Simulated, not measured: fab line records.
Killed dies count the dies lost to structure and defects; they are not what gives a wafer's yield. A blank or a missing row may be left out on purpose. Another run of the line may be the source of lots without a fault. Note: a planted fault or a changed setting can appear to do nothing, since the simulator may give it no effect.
Struck lot and sound lot, side by side ; flow gf180mcu ; 14 out of 602 route steps
Sound: these wafers, L925.1, L925.4, L925.5. Struck: wafers L921.2, L921.4, L921.5. Last of all comes the cause.
Each step with rows lists, per side, the tool, then ch with its chambers, then its first start. Under that, the readings that differ: sound wafers ; struck wafers ; difference of the means ; sigmas: that difference in standard deviations of wafers without a fault.
alike: a reading whose means differ by less than 2 such deviations, as well as words and numbers matching on both sides. not compared: withheld readings; readings where some wafer has no value; bounds like >300 that might hide an equal value; numbers whose values overlap and for which the record gives no deviation.
Wherever a step has rows on one side only, a row that says differs or no value, or a row with sigmas, the two part there. When numbers do not overlap yet have no deviation, they are printed without sigmas and do not part them. A reading missing from all wafers of one side parts the sides only when that side holds two or more wafers.

first, 1 step without rows for these wafers: GF_V3_CVD_00 (deposits SiO2, target thk 600 nm, time 100 s).
GF_V3_THK_MEAS_01:
  sound on film metro-02, day 24 03:49; struck on film metro-02, day 22 07:41
  alike: V3_CVD_00_THK
GF_V3_CVD_02: deposits SiO2 from TEOS, target thk 850 nm, time 94.851 s.
  sound on pecvd-02 ch 1,2, day 24 03:53; struck on pecvd-02 ch 0,1,2, day 22 07:44
  alike: heater power w
  not compared: since wet clean h
GF_V3_THK_MEAS_03:
  sound on film metro-01, day 24 03:57; struck on film metro-04, day 22 07:49
  alike: V3_CVD_02_THK
GF_V3_CMP_04: polishes SiO2.
  sound on cmp-02 ch 1,2,3, day 24 04:04; struck on cmp-02 ch 0,2,3, day 22 07:58
reading;sound;struck;difference;sigmas
time to endpoint s (s);79 81 82;69 72 76;-8;-2
  alike: motor current A, slurry filter dp kPa, slurry flow ml min
GF_V3_BOW_MEAS_05:
  sound on film metro-02, day 24 04:19; struck on film metro-01, day 22 08:11
  alike: V3_BOW
then, 6 steps without rows for these wafers: GF_V3_DEHYDRATE_06 (time 60 s); GF_V3_HMDS_07 (prime time 60 s); GF_V3_COAT_08; GF_V3_COAT_09 (resist thk 1000 nm); GF_V3_SOFTBAKE_10 (time 60 s); GF_V3_EXPOSE_11 (exposes mask Via3, target cd 260 nm).
GF_V3_PEB_12: peb time 90 s.
  struck on litho track-02, day 23 05:57; sound on litho track-02 ch 0, day 25 01:22
  no value came back on the struck wafers for chill plate temp C (C), exhaust pa (Pa), peb time s (s); on the sound wafers chill plate temp C (C) reads 23.05 23.05 23.01
then, 1 step without rows for these wafers: GF_V3_DEVELOP_13 (develop time 60 s).

WHERE THEY PART
First at GF_V3_CMP_04; last, within this record, at GF_V3_PEB_12.

WHY: the cause the simulator had injected
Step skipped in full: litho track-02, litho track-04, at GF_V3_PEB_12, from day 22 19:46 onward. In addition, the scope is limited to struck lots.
